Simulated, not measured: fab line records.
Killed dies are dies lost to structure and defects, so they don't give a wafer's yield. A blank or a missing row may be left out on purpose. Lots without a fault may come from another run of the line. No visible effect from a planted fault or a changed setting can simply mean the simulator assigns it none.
Which tool did it? | flow gf180mcu | 6 lots with 18 wafers sampled at 2 steps, on a route of 602 steps

WHAT EACH GAUGE READ, for each wafer
GF_NWELL_TW_MEAS_11.
lot  | measured    | on            | NWELL_TW
L160 | day 3 19:12 | film_metro-02 | 1583 1588 1583
L162 | day 4 06:20 | film_metro-01 | 1543 1543 1551
L164 | day 4 16:22 | film_metro-02 | 1571 1569 1573
L173 | day 6 18:53 | film_metro-02 | 1419 1432 1423
L176 | day 7 11:42 | film_metro-03 | 1589 1585 1587
L179 | day 8 04:10 | film_metro-02 | 1577 1583 1582

EACH LOT AND THE TOOL THAT RAN IT (in order: tool; ch and the chambers of the sampled wafers; start)
lot  | GF_NWELL_IMPLANT_08
L160 | implanter-01 ch 0, day 3 18:49
L162 | implanter-02 ch 0, day 4 05:56
L164 | implanter-01 ch 0, day 4 15:59
L173 | implanter-01 ch 0, day 6 18:31
L176 | implanter-02 ch 0, day 7 11:18
L179 | implanter-04 ch 0, day 8 03:47
- GF_NWELL_IMPLANT_08

THE ANSWER, worked out from the rows above alone
Rule: the lots themselves supply what counts as usual. The widest of any qualifying gaps counts: lots, ordered by their means at a reading, are off when they make up no more than a third of the lots, leave a main group of 4 or more, and stand apart from it by 3 or more times the standard deviation of that group's means. The tables above print the reading to a certain number of digits; a main group whose means all agree to those digits is not used. A lot without any number at a reading at which 4 lots or more have one is off too. Any other lot the step has rows for is counted as sound.
Off: at GF_NWELL_TW_MEAS_11 (NWELL_TW), L173. The main group: mean 1574, standard deviation 15.
If a tool, at a process step before that reading, ran all the lots that are off and no sound lot after the first of them, it fits. Gauges at GF_NWELL_TW_MEAS_11: tried the same way as those tools. One candidate fits, namely implanter-01 at GF_NWELL_IMPLANT_08. Its last sound lot is L164 (day 4 15:59), its first lot that is off L173 (day 6 18:31): a fault that began between those two fits.

WHAT THE SIMULATOR HAD PUT IN
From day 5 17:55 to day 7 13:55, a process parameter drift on implanter-01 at GF_NWELL_IMPLANT_08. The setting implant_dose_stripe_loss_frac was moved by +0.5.
Struck lots among those shown: L173. The same result came from the rule above.
